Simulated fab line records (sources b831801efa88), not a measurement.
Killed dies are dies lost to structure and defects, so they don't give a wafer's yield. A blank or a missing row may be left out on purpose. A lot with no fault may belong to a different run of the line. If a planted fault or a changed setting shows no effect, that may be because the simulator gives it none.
fab line records | flow gf180mcu
[record] lots = 12 | wafers = 36 | last-day = 35
route steps=602 shown VT_IMPLANT@121 POLY_GATE@158
lots untouched by any fault: they come from a run of this same line in which no faults occurred
start-h: hours from the record's first day to the start of the lot's first wafer shown | wait-h: time in hours since the lot's previous step | " the same as in the row above | L1.1+2: a row that stands for several wafers | - no value present, or no start provided | * or withheld: withheld | < > ~ a bound
route shown NAME@n: NAME is a module with steps in the file, n the number in the route of the first one | usual: mean and standard deviation over wafers with no fault | same: alike in all rows | chamber/n: place in a boat | sites: the reading at each site | _std_site: their standard deviation | _edge_site: inner sites' mean taken away from outer sites' mean | radius-mm: for every site, how far away it sits from the centre of the wafer | mask NAME#n: copy n | behind: the last tool/chamber to shape the wafer | hold: reason for holding the lot/hours on hold/outcome of the hold | device: the transistor (n, p or np) that didn't switch | end of line: tests of these same wafers at the route's end | for a step that has no rows: nothing shown but its recipe | killed: dies lost to structure and defects at the first sort, not the wafer's yield | map: shows each die of a wafer: x if killed, . if not, _ if none is there
set.NAME: the setting as run; set.NAME@STEP: as run at that earlier step | model.NAME: the simulator's own value behind a step, which no gauge read
a sample of lots followed through the steps of the route, with each step as a table and each wafer as a row
services: when a tool's chamber went out of use (start-h, in hours from the record's first day, below 0 if earlier), for how many hours, and the reason
[[steps]]
[step GF_VT_IMPLANT_STRIP_31]
[recipe] chemistry = O2/N2 | power-w = 1400 | pressure-mtorr = 1500 | platen-temp-c = 250 | o2-flow-sccm = 3000 | n2-flow-sccm = 300 | overash-fraction = 0.5
[usual] drypump-motor-current-A = 5.8/0.41 | heater-power-w = 329/35 | oes-product-au = 0.716/0.0047 | strip-time-to-endpoint-s = 12.62/0.033
lot.wafer | tool            | chamber | start-h | wait-h | drypump-motor-current-A | heater-power-w | oes-product-au | rf-hours-counter-h | strip-time-to-endpoint-s
L924.3    | plasma-asher-01 | 1       | 146.07  | 0.1    | 6.5                     | 307            | 0.711          | -                  | 12.64
L924.4    | "               | 0       | "       | "      | 5.2                     | 329            | 0.718          | -                  | 12.60
L924.6    | "               | 0       | "       | "      | 5.2                     | 338            | 0.718          | -                  | 12.62
L925.2    | plasma-asher-01 | 0       | 151.73  | 0.1    | 5.2                     | 335            | 0.718          | 48                 | 12.59
L925.3    | "               | 1       | "       | "      | 6.6                     | 304            | 0.715          | -                  | 12.55
L925.5    | "               | 0       | "       | "      | 5.2                     | 341            | 0.712          | -                  | 12.55
L926.2    | plasma-asher-04 | 1       | 157.62  | 0.1    | 5.8                     | 384            | 0.715          | 36                 | 12.63
L926.4    | "               | 0       | "       | "      | 6.0                     | 356            | 0.715          | -                  | 12.63
L926.5    | "               | 1       | "       | "      | 5.8                     | 377            | 0.711          | -                  | 12.63
L927.2    | plasma-asher-01 | 0       | 164.79  | 0.1    | 5.2                     | 342            | 0.720          | 49                 | 12.62
L927.4    | "               | 0       | "       | "      | 5.2                     | 325            | 0.707          | -                  | 12.64
L927.5    | "               | 1       | "       | "      | 6.5                     | 307            | 0.716          | -                  | 12.67
L932.1    | plasma-asher-04 | 1       | 197.28  | 0.1    | 5.8                     | 380            | 0.708          | 38                 | 12.60
L932.5    | "               | 1       | "       | "      | 5.8                     | 386            | 0.714          | -                  | 12.62
L932.6    | "               | 0       | "       | "      | 6.0                     | 354            | 0.727          | -                  | 12.64
L935.1    | plasma-asher-03 | 0       | 216.09  | 0.1    | 5.6                     | 284            | 0.709          | 59                 | 12.68
L935.2    | "               | 1       | "       | "      | 5.7                     | 296            | 0.714          | 59                 | 12.66
L935.4    | "               | 0       | "       | "      | 5.6                     | 286            | 0.715          | -                  | 12.65
L936.2    | plasma-asher-01 | 0       | 221.23  | 0.1    | 5.2                     | 339            | 0.725          | 55                 | 12.66
L936.4    | "               | 0       | "       | "      | 5.1                     | 350            | 0.714          | -                  | 12.65
L936.5    | "               | 1       | "       | "      | 6.5                     | 309            | 0.725          | -                  | 12.66
L937.2    | plasma-asher-03 | 1       | 228.36  | 0.1    | 5.7                     | 286            | 0.717          | 60                 | 12.60
L937.3    | "               | 1       | "       | "      | 5.7                     | 301            | 0.725          | -                  | 12.62
L937.4    | "               | 0       | "       | "      | 5.6                     | 289            | 0.715          | -                  | 12.65
L938.2    | plasma-asher-04 | 1       | 240.68  | 0.1    | 5.8                     | 381            | 0.724          | 43                 | 12.60
L938.4    | "               | 0       | "       | "      | 6.0                     | 348            | 0.722          | -                  | 12.62
L938.6    | "               | 0       | "       | "      | 6.1                     | 354            | 0.718          | -                  | 12.61
L940.1    | plasma-asher-03 | 0       | 255.42  | 0.1    | 5.6                     | 272            | 0.712          | 63                 | 12.64
L940.4    | "               | 0       | "       | "      | 5.6                     | 287            | 0.717          | -                  | 12.60
L940.6    | "               | 0       | "       | "      | 5.6                     | 274            | 0.711          | -                  | 12.58
L941.1    | plasma-asher-04 | 1       | 257.12  | 0.1    | 5.8                     | 387            | 0.709          | 44                 | 12.62
L941.4    | "               | 0       | "       | "      | 6.0                     | 346            | 0.718          | -                  | 12.64
L941.5    | "               | 1       | "       | "      | 5.8                     | 386            | 0.720          | -                  | 12.64
L947.4    | plasma-asher-04 | 0       | 300.30  | 0.1    | 6.0                     | 346            | 0.707          | -                  | 12.57
L947.5    | "               | 1       | "       | "      | 5.8                     | 386            | 0.714          | -                  | 12.59
L947.6    | "               | 0       | "       | "      | 6.0                     | 360            | 0.715          | -                  | 12.59
[step GF_VT_IMPLANT_IMPLANT_41]
[recipe] species = As | energy-kev = 70 | dose-cm2 = 1.013e+12 | tilt-deg = 7
lot.wafer  | tool         | chamber | start-h | wait-h
L924.3+4+6 | implanter-02 | 0       | 162.24  | 0.1
L925.2+3+5 | implanter-02 | 0       | 168.02  | 0.0
L926.2+4+5 | implanter-01 | 0       | 173.75  | 0.0
L927.2+4+5 | implanter-02 | 0       | 181.50  | 0.0
L932.1+5+6 | implanter-02 | 0       | 214.42  | 0.0
L935.1+2+4 | implanter-03 | 0       | 234.03  | 0.0
L936.2+4+5 | implanter-01 | 0       | 239.96  | 0.0
L937.2+3+4 | implanter-03 | 0       | 247.40  | 0.0
L938.2+4+6 | implanter-01 | 0       | 259.15  | 0.0
L940.1+4+6 | implanter-02 | 0       | 275.24  | 0.0
L941.1+4+5 | implanter-02 | 0       | 277.03  | 0.0
L947.4+5+6 | implanter-03 | 0       | 321.60  | 0.1
[step GF_VT_IMPLANT_TW_MEAS_43]
[usual] VT_IMPLANT_4_TW = 687/4.2
lot.wafer | tool          | chamber | start-h | wait-h | VT_IMPLANT_4_TW
L924.3    | film-metro-03 | -       | 162.46  | 0.1    | 685
L924.4    | "             | -       | "       | "      | 680
L924.6    | "             | -       | "       | "      | 681
L925.2    | film-metro-03 | -       | 168.25  | 0.1    | 675
L925.3    | "             | -       | "       | "      | 679
L925.5    | "             | -       | "       | "      | 678
L926.2    | film-metro-01 | -       | 173.98  | 0.1    | 686
L926.4    | "             | -       | "       | "      | 689
L926.5    | "             | -       | "       | "      | 687
L927.2    | film-metro-04 | -       | 181.73  | 0.1    | 683
L927.4    | "             | -       | "       | "      | 684
L927.5    | "             | -       | "       | "      | 689
L932.1    | film-metro-04 | -       | 214.67  | 0.1    | 686
L932.5    | "             | -       | "       | "      | 690
L932.6    | "             | -       | "       | "      | 688
L935.1    | film-metro-03 | -       | 234.28  | 0.1    | 668
L935.2    | "             | -       | "       | "      | 667
L935.4    | "             | -       | "       | "      | 665
L936.2    | film-metro-03 | -       | 240.20  | 0.1    | 691
L936.4    | "             | -       | "       | "      | 690
L936.5    | "             | -       | "       | "      | 686
L937.2    | film-metro-03 | -       | 247.63  | 0.1    | 673
L937.3    | "             | -       | "       | "      | 686
L937.4    | "             | -       | "       | "      | 673
L938.2    | film-metro-04 | -       | 259.38  | 0.1    | 685
L938.4    | "             | -       | "       | "      | 683
L938.6    | "             | -       | "       | "      | 688
L940.1    | film-metro-04 | -       | 275.49  | 0.1    | 690
L940.4    | "             | -       | "       | "      | 694
L940.6    | "             | -       | "       | "      | 693
L941.1    | film-metro-03 | -       | 277.28  | 0.1    | 683
L941.4    | "             | -       | "       | "      | 682
L941.5    | "             | -       | "       | "      | 682
L947.4    | film-metro-03 | -       | 321.80  | 0.1    | 682
L947.5    | "             | -       | "       | "      | 684
L947.6    | "             | -       | "       | "      | 682
[step GF_VT_IMPLANT_RTA_45]
[recipe] temp-c = 1050 | time-s = 30 | ambient = N2
[usual] lamp-power-pct = 33.4/1.5 | wafer_temp_C_max = 1055.5/0.99
[same] time-s = 30
lot.wafer | tool          | chamber | start-h | wait-h | lamp-power-pct | wafer_temp_C_max
L924.3    | rtp-anneal-01 | 0       | 162.58  | 0.0    | 34.7           | 1054.7
L924.4    | "             | 0       | "       | "      | 34.7           | 1054.7
L924.6    | "             | 0       | "       | "      | 34.6           | 1056.4
L925.2    | rtp-anneal-01 | 0       | 168.37  | 0.0    | 34.6           | 1055.2
L925.3    | "             | 0       | "       | "      | 34.7           | 1054.7
L925.5    | "             | 0       | "       | "      | 34.6           | 1054.6
L926.2    | rtp-anneal-01 | 0       | 174.10  | 0.0    | 34.7           | 1055.0
L926.4    | "             | 0       | "       | "      | 34.6           | 1054.4
L926.5    | "             | 0       | "       | "      | 34.5           | 1055.9
L927.2    | rtp-anneal-01 | 0       | 181.90  | 0.0    | 34.7           | 1054.1
L927.4    | "             | 0       | "       | "      | 34.6           | 1055.3
L927.5    | "             | 0       | "       | "      | 34.6           | 1053.8
L932.1    | rtp-anneal-02 | 0       | 214.78  | 0.0    | 31.5           | 1055.4
L932.5    | "             | 0       | "       | "      | 31.5           | 1054.5
L932.6    | "             | 0       | "       | "      | 31.5           | 1055.5
L935.1    | rtp-anneal-02 | 0       | 234.40  | 0.0    | 31.6           | 1055.8
L935.2    | "             | 0       | "       | "      | 31.5           | 1055.9
L935.4    | "             | 0       | "       | "      | 31.5           | 1057.6
L936.2    | rtp-anneal-02 | 0       | 240.32  | 0.0    | 31.5           | 1054.6
L936.4    | "             | 0       | "       | "      | 31.5           | 1054.2
L936.5    | "             | 0       | "       | "      | 31.6           | 1055.7
L937.2    | rtp-anneal-01 | 0       | 247.75  | 0.0    | 34.6           | 1055.9
L937.3    | "             | 0       | "       | "      | 34.6           | 1056.7
L937.4    | "             | 0       | "       | "      | 34.6           | 1055.9
L938.2    | rtp-anneal-01 | 0       | 259.50  | 0.0    | 34.6           | 1054.1
L938.4    | "             | 0       | "       | "      | 34.6           | 1054.3
L938.6    | "             | 0       | "       | "      | 34.6           | 1055.4
L940.1    | rtp-anneal-01 | 0       | 275.60  | 0.0    | 34.6           | 1055.3
L940.4    | "             | 0       | "       | "      | 34.6           | 1056.2
L940.6    | "             | 0       | "       | "      | 34.6           | 1055.2
L941.1    | rtp-anneal-01 | 0       | 277.39  | 0.0    | 34.6           | 1056.2
L941.4    | "             | 0       | "       | "      | 34.6           | 1059.2
L941.5    | "             | 0       | "       | "      | 34.6           | 1054.9
L947.4    | rtp-anneal-01 | 0       | 321.93  | 0.1    | 34.7           | 1057.4
L947.5    | "             | 0       | "       | "      | 34.6           | 1055.2
L947.6    | "             | 0       | "       | "      | 34.7           | 1054.8
[step GF_POLY_GATE_THK_MEAS_01]
[recipe] reads = poly-Si_of_POLY_GATE_CVD_00
[usual] POLY_GATE_CVD_00_THK = 199.5/2
lot.wafer | tool          | chamber | start-h | wait-h | POLY_GATE_CVD_00_THK[nm]
L924.3    | film-metro-03 | -       | 185.55  | 0.0    | 201.0
L924.4    | "             | -       | "       | "      | 200.2
L924.6    | "             | -       | "       | "      | 200.3
L925.2    | film-metro-04 | -       | 192.96  | 0.0    | 203.4
L925.3    | "             | -       | "       | "      | 200.9
L925.5    | "             | -       | "       | "      | 202.9
L926.2    | film-metro-02 | -       | 197.05  | 0.0    | 201.1
L926.4    | "             | -       | "       | "      | 203.2
L926.5    | "             | -       | "       | "      | 200.2
L927.2    | film-metro-03 | -       | 206.70  | 0.0    | 200.2
L927.4    | "             | -       | "       | "      | 201.6
L927.5    | "             | -       | "       | "      | 201.7
L932.1    | film-metro-02 | -       | 241.21  | 0.0    | 202.4
L932.5    | "             | -       | "       | "      | 201.4
L932.6    | "             | -       | "       | "      | 200.2
L935.1    | film-metro-02 | -       | 260.81  | 0.0    | 198.4
L935.2    | "             | -       | "       | "      | 201.1
L935.4    | "             | -       | "       | "      | 198.5
L936.2    | film-metro-04 | -       | 265.66  | 0.0    | 201.8
L936.4    | "             | -       | "       | "      | 198.5
L936.5    | "             | -       | "       | "      | 201.3
L937.2    | film-metro-03 | -       | 272.57  | 0.0    | 196.0
L937.3    | "             | -       | "       | "      | 197.8
L937.4    | "             | -       | "       | "      | 198.1
L938.2    | film-metro-04 | -       | 285.06  | 0.0    | 201.1
L938.4    | "             | -       | "       | "      | 201.7
L938.6    | "             | -       | "       | "      | 201.4
L940.1    | film-metro-03 | -       | 301.47  | 0.0    | 195.5
L940.4    | "             | -       | "       | "      | 197.8
L940.6    | "             | -       | "       | "      | 195.4
L941.1    | film-metro-03 | -       | 304.53  | 0.0    | 195.7
L941.4    | "             | -       | "       | "      | 196.4
L941.5    | "             | -       | "       | "      | 198.1
L947.4    | film-metro-04 | -       | 349.92  | 0.0    | 195.6
L947.5    | "             | -       | "       | "      | 197.4
L947.6    | "             | -       | "       | "      | 196.3
[[services]]
tool            | chamber | start-h | hours | kind
implanter-01    | -       | 135.94  | 2.7   | repair
implanter-02    | -       | 141.39  | 1.1   | repair
plasma-asher-01 | -       | 141.79  | 2.8   | pm
plasma-asher-04 | -       | 164.87  | 15.6  | pm
implanter-01    | -       | 267.73  | 2.9   | pm
implanter-01    | -       | 273.41  | 1.2   | repair
[[key]]
[first-sign] step = GF_VT_IMPLANT_TW_MEAS_43 | reading = VT_IMPLANT_4_TW | direction = down | sigmas = 4.1 | usual = 687 | struck = 669
effect none on later readings
met-at GF_VT_IMPLANT_IMPLANT_41
struck-lots L935,L937
struck-wafers L935.1,L935.2,L935.4,L937.2,L937.4
tester-left-out L935,L937
not-acting-at GF_VT_IMPLANT_STRIP_31,GF_VT_IMPLANT_RTA_45,GF_POLY_GATE_THK_MEAS_01
[fault] kind = process-parameter-drift | tool = implanter-03 | chamber = - | onset-h = 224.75 | steps = GF_VT_IMPLANT_IMPLANT_41 | channel = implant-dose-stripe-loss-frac | offset = 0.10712 | shape = step | end-h = 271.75 | scope = struck-wafers-only
// tester-left-out: of these lots the tester's yield and bins aren't shown, on N5 and GAA mostly nor the transistor test; their killed dies are dies lost to structure and defects alone, not to doping, threshold or leakage, so they don't give the yield
